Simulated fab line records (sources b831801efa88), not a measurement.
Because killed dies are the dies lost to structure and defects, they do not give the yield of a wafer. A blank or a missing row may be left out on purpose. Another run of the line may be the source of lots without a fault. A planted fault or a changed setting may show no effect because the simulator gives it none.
Code-filled problem report in 8D (eight disciplines) form -- flow gf180mcu -- the parts of the form that need people (team, actions taken, sign-off) are left out

== 1. PROBLEM STATEMENT ==
cd nm at GF_PSD_CD_MEAS_07 reads a mean of 377.4 nm on 6 wafers of 2 lots; wafers without a fault read 400.4 nm with a standard deviation of 2.3. Measured from the usual mean, that is -10 standard deviations.
The step: target cd 400 nm.
Earliest sighting: wafer L613.2 on cd sem-01 at day 18 04:47. The record holds 39 wafers of 13 lots with a number at this step. The rule behind "out" and "out of limits": a value lying over 4 standard deviations away from the usual mean. The rest of the wafers with a number are treated as sound.

== 2. WHAT IT IS AND WHAT IT IS NOT ==
question,is,is not
which readings at this step,cd nm,-
which lots,"L613, L614","L601, L602, L603, L604, L605, L606, L608, L618, L619, L620, L624"
which wafers of those lots,all that have a number,-
read on which gauges,cd sem-01,cd sem-02
when,from day 18 04:47,"up to then (21 sound wafers); but 12 sound wafers of L618, L619, L620, L624 came after"

== 3. THE SUSPECTS, EACH WITH WHAT RULES IT OUT ==
Counting: a tool at any process step up to the reading remains a suspect when it ran all the lots that are out and ran no sound lot after the first of those.
- the gauge at GF_PSD_CD_MEAS_07 has been ruled out. All the wafers that are out were read on cd sem-01, but those of them that GF_PSD_EXPOSE_04 has rows for are out there too, on other tools.
- iline stepper-02 at GF_PSD_EXPOSE_04 (exposes mask Pplus, target cd 400 nm): kept. Every lot that is out went through it, starting with L613 (day 17 17:38), and after that it ran no sound lot; the last sound lot it ran before then is L608 (day 16 05:41). Its own exposure dose mJ cm2 readings are out on those wafers.
Left after counting: iline stepper-02 at GF_PSD_EXPOSE_04.

== 4. THE CAUSE (what the simulator had put in) ==
Process parameter drift: iline stepper-02, from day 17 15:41 on, at GF_PSD_EXPOSE_04. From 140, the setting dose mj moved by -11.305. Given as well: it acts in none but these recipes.
Only this tool survived the counting.

== 5. SEQUENCE OF EFFECTS, ordered by route ==
Each row: a reading whose mean over the struck wafers that have a number lies more than 3 standard deviations from the usual. Only readings for which the record gives a usual standard deviation are gone through. hours: the time from each lot's start at the first step in this table that gives one to its start at this step, as a median over the lots. sigmas: the change in usual standard deviations.
hours,step,reading,usual,on struck wafers,change,sigmas
0,GF_PSD_EXPOSE_04,exposure dose mJ cm2,140.82,130.65,-10.17,-73
12,GF_PSD_CD_MEAS_07,cd nm,400.4 nm,377.4,-23.0,-10
Its process steps:
- GF_PSD_EXPOSE_04: exposes mask Pplus, target cd 400 nm.

== 6. HOW IT WOULD HAVE BEEN CAUGHT EARLIER ==
In this record the first reading out of limits at a measuring or inspecting step was taken at day 18 04:47, 13 hours after the fault began at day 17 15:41.
Tool's own readings at GF_PSD_EXPOSE_04, exposure dose mJ cm2: out on all struck wafers the step has rows for; an alarm limit on them would have tripped on the first.
Of the lots that are out (2), L614 began GF_PSD_EXPOSE_04 on iline stepper-02 after day 18 04:47. Putting the tool on hold at that point would have spared it.
